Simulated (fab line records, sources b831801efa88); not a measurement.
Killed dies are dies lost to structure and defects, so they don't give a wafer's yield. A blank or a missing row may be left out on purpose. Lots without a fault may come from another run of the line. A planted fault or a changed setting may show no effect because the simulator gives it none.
Which tool did it? | flow sky130 | 15 lots, 45 wafers sampled, at 1 step of a route of 708

WHAT THE GAUGES READ, wafer by wafer
SKY_METAL4_OVL_MEAS_14.
lot  | measured     | on         | METAL4_OVL (nm)
L531 | day 41 06:24 | overlay-02 | -3 0 5
L533 | day 42 09:31 | overlay-02 | -1 -2 1
L534 | day 42 20:36 | overlay-02 | 6 2 6
L536 | day 44 04:04 | overlay-02 | 10 7 20
L538 | day 44 15:53 | overlay-01 | -3 2 -1
L540 | day 44 17:01 | overlay-01 | 5 -2 0
L541 | day 44 17:11 | overlay-01 | 4 1 -4
L542 | day 44 17:33 | overlay-01 | 2 3 -1
L544 | day 45 13:59 | overlay-02 | -2 2 4
L543 | day 45 16:53 | overlay-01 | -4 -2 0
L549 | day 46 21:14 | overlay-01 | -7 -3 0
L551 | day 47 04:07 | overlay-01 | -5 -2 -11
L553 | day 47 15:28 | overlay-02 | 1 -3 0
L552 | day 47 16:44 | overlay-02 | -8 -12 -2
L554 | day 47 20:25 | overlay-02 | -4 -6 -6

WHICH TOOL RAN EACH LOT (tool, then ch and the chambers of the sampled wafers, then the start)
The record holds no process step before these readings.

WHAT THE TOOLS THEMSELVES READ (means of the sampled wafers that have a number; where no wafer has one, the mark that the record gives instead)
The record holds no such reading with a usual standard deviation.

THE ANSWER, worked out from the rows above alone
Rule: what is usual is taken from the lots themselves. Put in order of their means at a reading, lots are off if they are a third of the lots or fewer, leave a main group of 4 or more, and stand apart from it by a gap of 3 or more times the standard deviation of the main group's means; of several such gaps the widest counts. A main group whose means are all the same, to the digits that the tables above print for the reading, isn't used. A lot without any number at a reading at which 4 lots or more have one is off too. The other lots that the step has rows for count as sound. The gauges are gone through in route order, then the tools' own readings, and for those a lot's mean is taken as printed above. The first step at which some lot is off is used, and at that step the reading that is off furthest; a lot without a number counts as furthest.
No lot is off at any reading shown: from this, nothing can be told.

WHAT THE SIMULATOR HAD PUT IN
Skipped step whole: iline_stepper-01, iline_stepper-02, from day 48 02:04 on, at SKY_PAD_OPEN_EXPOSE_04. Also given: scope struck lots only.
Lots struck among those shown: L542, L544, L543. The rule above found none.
